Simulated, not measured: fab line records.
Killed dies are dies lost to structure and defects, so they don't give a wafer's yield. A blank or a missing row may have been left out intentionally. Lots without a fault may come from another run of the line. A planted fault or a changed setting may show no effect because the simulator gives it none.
Which tool is to blame?	flow sky130	route of 708 steps, sampled at 1 step: 6 lots, 18 wafers

== WHAT THE GAUGES READ, wafer by wafer ==
SKY_CAPM_THK_MEAS_04: measures by xrf.
lot	measured	on	CAPM_TIN_THK (nm)
L732	day 36 13:18	film_metro-02	198.8 202.3 201.5
L734	day 37 07:41	film_metro-03	196.2 198.7 201.6
L736	day 38 00:01	film_metro-02	201.4 202.1 200.9
L738	day 38 13:22	film_metro-01	198.5 199.4 197.8
L748	day 41 22:34	film_metro-01	199.4 196.1 200.0
L751	day 43 13:55	film_metro-03	201.2 202.3 201.2

== TOOL THAT RAN EACH LOT (tool first, then ch and the chambers of the sampled wafers, then the start) ==
The record holds no process step before these readings.

== THE ANSWER, worked out from the rows above alone ==
Rule: usual is defined by the lots themselves. The widest of any qualifying gaps counts: lots, ordered by their means at a reading, are off when they make up no more than a third of the lots, leave a main group of 4 or more, and stand apart from it by 3 or more times the standard deviation of that group's means. The tables above print the reading to a certain number of digits; a main group whose means all agree to those digits is not used. A lot without any number at a reading at which 4 lots or more have one is off too. All remaining lots with rows at the step are treated as sound.
No lot is off on any of the readings shown, so nothing can be concluded from this.

== WHAT THE SIMULATOR HAD PUT IN ==
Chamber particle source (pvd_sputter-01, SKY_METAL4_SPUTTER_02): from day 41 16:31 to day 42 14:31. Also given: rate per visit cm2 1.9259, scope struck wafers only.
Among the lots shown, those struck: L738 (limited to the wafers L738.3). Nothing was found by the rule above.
